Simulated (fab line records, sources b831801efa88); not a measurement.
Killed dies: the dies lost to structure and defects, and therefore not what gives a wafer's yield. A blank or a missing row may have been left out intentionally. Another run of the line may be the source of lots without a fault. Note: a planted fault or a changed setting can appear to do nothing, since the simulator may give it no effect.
Which tool was responsible? + flow gf180mcu + Sampling: 12 lots, 36 wafers, 4 of 602 route steps

== WHAT THE GAUGES READ, wafer by wafer ==
GF_M5_CD_MEAS_07: the cd target is 280 nm.
| lot  | measured     | on        | cd_nm (nm)        |
|------|--------------|-----------|-------------------|
| L075 | day 26 11:23 | cd_sem-01 | 280.7 280.9 281.2 |
| L077 | day 27 06:22 | cd_sem-01 | 282.2 282.5 283.3 |
| L079 | day 28 05:43 | cd_sem-01 | 280.5 279.8 279.8 |
| L081 | day 28 12:22 | cd_sem-01 | 279.2 278.9 278.5 |
| L083 | day 29 02:33 | cd_sem-02 | 280.1 279.2 278.6 |
| L085 | day 29 15:20 | cd_sem-02 | 279.2 279.2 280.1 |
| L087 | day 30 13:03 | cd_sem-02 | 279.8 279.8 279.0 |
| L089 | day 30 19:57 | cd_sem-01 | 280.9 280.1 281.7 |
| L091 | day 31 10:14 | cd_sem-01 | 280.2 280.2 281.2 |
| L093 | day 32 01:43 | cd_sem-02 | 281.0 278.9 280.2 |
| L095 | day 32 09:59 | cd_sem-02 | 279.8 279.6 279.9 |
| L096 | day 32 23:55 | cd_sem-02 | 278.1 280.1 278.5 |

== WHAT TOOL EACH LOT RAN ON (gives the tool, then ch and the chambers of the sampled wafers, and finally the start) ==
| lot  | GF_V4_SPUTTER_22             | GF_MIM_SPUTTER_04            | GF_MIM_SPUTTER_07            |
|------|------------------------------|------------------------------|------------------------------|
| L075 | pvd_sputter-04, day 24 14:26 | pvd_sputter-03, day 24 15:14 | pvd_sputter-04, day 24 15:22 |
| L077 | pvd_sputter-04, day 25 11:48 | pvd_sputter-03, day 25 12:37 | pvd_sputter-03, day 25 12:44 |
| L079 | pvd_sputter-01, day 26 11:32 | pvd_sputter-02, day 26 12:20 | pvd_sputter-03, day 26 12:28 |
| L081 | pvd_sputter-01, day 26 19:48 | pvd_sputter-02, day 26 20:37 | pvd_sputter-04, day 26 20:45 |
| L083 | pvd_sputter-02, day 27 09:44 | pvd_sputter-02, day 27 10:32 | pvd_sputter-04, day 27 10:40 |
| L085 | pvd_sputter-02, day 27 23:52 | pvd_sputter-04, day 28 00:41 | pvd_sputter-02, day 28 00:49 |
| L087 | pvd_sputter-04, day 28 21:26 | pvd_sputter-04, day 28 22:15 | pvd_sputter-02, day 28 22:26 |
| L089 | pvd_sputter-01, day 29 06:16 | pvd_sputter-04, day 29 07:05 | pvd_sputter-02, day 29 07:13 |
| L091 | pvd_sputter-01, day 29 20:22 | pvd_sputter-04, day 29 21:11 | pvd_sputter-03, day 29 21:19 |
| L093 | pvd_sputter-02, day 30 13:56 | pvd_sputter-03, day 30 14:44 | pvd_sputter-02, day 30 14:52 |
| L095 | pvd_sputter-01, day 30 22:31 | pvd_sputter-03, day 30 23:20 | pvd_sputter-02, day 30 23:28 |
| L096 | pvd_sputter-04, day 31 13:04 | pvd_sputter-02, day 31 13:53 | pvd_sputter-04, day 31 14:01 |
- GF_V4_SPUTTER_22: material TiN, target thk 10 nm, time 40 s.
- GF_MIM_SPUTTER_04: material TiN, target thk 50 nm, time 41.7 s.
- GF_MIM_SPUTTER_07: material TiN, target thk 60 nm, time 50 s.

== THE ANSWER, worked out from the rows above alone ==
Rule: the lots themselves supply what counts as usual. The widest of any qualifying gaps counts: lots, ordered by their means at a reading, are off when they make up no more than a third of the lots, leave a main group of 4 or more, and stand apart from it by 3 or more times the standard deviation of that group's means. Not used: any main group whose means are identical at the precision the tables above print for the reading. A lot without any number at a reading at which 4 lots or more have one is off too. The other lots that the step has rows for count as sound.
None of the lots is off at any reading shown; this tells nothing.

== WHAT THE SIMULATOR HAD INSERTED ==
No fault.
